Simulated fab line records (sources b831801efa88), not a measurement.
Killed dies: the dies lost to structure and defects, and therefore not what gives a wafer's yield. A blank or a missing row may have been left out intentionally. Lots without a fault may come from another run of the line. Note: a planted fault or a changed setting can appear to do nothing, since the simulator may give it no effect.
Matching of chambers / flow sfqLine / SFQ_TRILAYER_I2_CMP_CMP_064 on cmp-01 has 4 sister chambers
The step polishes SiO2. 14 wafers are shown with their chamber, then 6 later ones without.

WAFERS WITH THEIR CHAMBER
wafer=L559.3; chamber=3; motorCurrentA (A)=10.9; timeToEndpointS (s)=212
wafer=L559.4; chamber=0; motorCurrentA (A)=8.9; timeToEndpointS (s)=218
wafer=L559.2; chamber=2; motorCurrentA (A)=10.2; timeToEndpointS (s)=193
wafer=L560.3; chamber=1; motorCurrentA (A)=10.0; timeToEndpointS (s)=207
wafer=L560.4; chamber=0; motorCurrentA (A)=8.6; timeToEndpointS (s)=227
wafer=L560.6; chamber=0; motorCurrentA (A)=8.9; timeToEndpointS (s)=227
wafer=L561.1; chamber=0; motorCurrentA (A)=9.1; timeToEndpointS (s)=221
wafer=L561.2; chamber=1; motorCurrentA (A)=9.5; timeToEndpointS (s)=201
wafer=L561.3; chamber=3; motorCurrentA (A)=10.4; timeToEndpointS (s)=213
wafer=L566.1; chamber=0; motorCurrentA (A)=9.1; timeToEndpointS (s)=211
wafer=L566.4; chamber=3; motorCurrentA (A)=11.1; timeToEndpointS (s)=216
wafer=L566.5; chamber=0; motorCurrentA (A)=8.6; timeToEndpointS (s)=218
wafer=L569.1; chamber=0; motorCurrentA (A)=9.2; timeToEndpointS (s)=212
wafer=L569.4; chamber=2; motorCurrentA (A)=10.4; timeToEndpointS (s)=204

SIGNATURES (means of the wafers above)
reading=motorCurrentA; chamber 0=8.914; chamber 1=9.750; chamber 2=10.300; chamber 3=10.800; scatter within a chamber=0.275
reading=timeToEndpointS; chamber 0=219.14; chamber 1=204.00; chamber 2=198.50; chamber 3=213.67; scatter within a chamber=5.78
Rule: a wafer lies at a distance from a chamber equal to the root of the sum of squares, over the readings, of (its reading less the chamber's mean, divided by the reading's scatter). If the next closest chamber is less than 2 further off than the closest, the wafer can't be placed; otherwise it belongs to the closest. The scatter: the root of (the sum of the squares of (reading less its chamber's mean) over the shown wafers, divided by (wafers less chambers)).

WAFERS MISSING THEIR CHAMBER
wafer=L569.5; motorCurrentA (A)=8.9; timeToEndpointS (s)=221
wafer=L571.1; motorCurrentA (A)=10.2; timeToEndpointS (s)=205
wafer=L571.2; motorCurrentA (A)=8.8; timeToEndpointS (s)=210
wafer=L571.5; motorCurrentA (A)=10.3; timeToEndpointS (s)=209
wafer=L573.5; motorCurrentA (A)=9.6; timeToEndpointS (s)=219
wafer=L573.6; motorCurrentA (A)=9.7; timeToEndpointS (s)=202

WHICH CHAMBER EACH WENT THROUGH
wafer=L569.5; from the rows above=0; in truth=0
wafer=L571.1; from the rows above=can't be placed: 2 or 1 or 3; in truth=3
wafer=L571.2; from the rows above=can't be placed: 0 or 1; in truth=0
wafer=L571.5; from the rows above=can't be placed: 2 or 3 or 1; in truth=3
wafer=L573.5; from the rows above=can't be placed: 0 or 1 or 2 or 3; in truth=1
wafer=L573.6; from the rows above=can't be placed: 1 or 2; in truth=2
Correctly placed: 1 of 6. From these rows, 5 cannot be placed; in 5 the true chamber is one of the candidates. 0 placed wrongly.
